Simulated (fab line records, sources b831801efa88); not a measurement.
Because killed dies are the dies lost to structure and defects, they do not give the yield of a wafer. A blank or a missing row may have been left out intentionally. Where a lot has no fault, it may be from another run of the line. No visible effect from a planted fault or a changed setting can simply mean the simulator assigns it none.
Which of the tools did it? | flow sky130 | at 1 step of a route of 708, 12 lots with 36 wafers sampled

## WHAT THE GAUGES READ, wafer by wafer
SKY_CONTACT_RS_MEAS_25: the measuring method here is four-point-probe.
lot  | measured     | on            | CONTACT_W_RS (ohm/sq)
L075 | day 32 09:48 | film-metro-02 | 0.346 0.335 0.337
L077 | day 33 09:51 | film-metro-01 | 0.327 0.340 0.330
L078 | day 33 22:01 | film-metro-02 | 0.338 0.327 0.328
L081 | day 34 07:19 | film-metro-03 | 0.339 0.342 0.346
L084 | day 35 01:37 | film-metro-01 | 0.334 0.339 0.332
L085 | day 35 12:20 | film-metro-01 | 0.338 0.341 0.345
L087 | day 35 15:32 | film-metro-03 | 0.341 0.340 0.338
L089 | day 36 06:18 | film-metro-02 | 0.337 0.348 0.345
L091 | day 36 17:15 | film-metro-03 | 0.341 0.344 0.328
L093 | day 37 11:37 | film-metro-03 | 0.339 0.338 0.336
L095 | day 38 05:43 | film-metro-01 | 0.339 0.332 0.332
L097 | day 38 14:07 | film-metro-01 | 0.336 0.339 0.338

## EACH LOT AND THE TOOL THAT RAN IT (in order: tool; ch and the chambers of the sampled wafers; start)
Before these readings, the record contains no process step.

## THE ANSWER, worked out from the rows above alone
Rule: what is usual is taken from the lots themselves. Put in order of their means at a reading, lots are off if they are a third of the lots or fewer, leave a main group of 4 or more, and stand apart from it by a gap of 3 or more times the standard deviation of the main group's means; of several such gaps the widest counts. If all means in a main group match to the digits the tables above print for the reading, that group is not used. A lot without any number at a reading at which 4 lots or more have one is off too. The other lots that the step has rows for count as sound.
No lot is off on any of the readings shown, so nothing can be concluded from this.

## WHAT THE SIMULATOR HAD INSERTED
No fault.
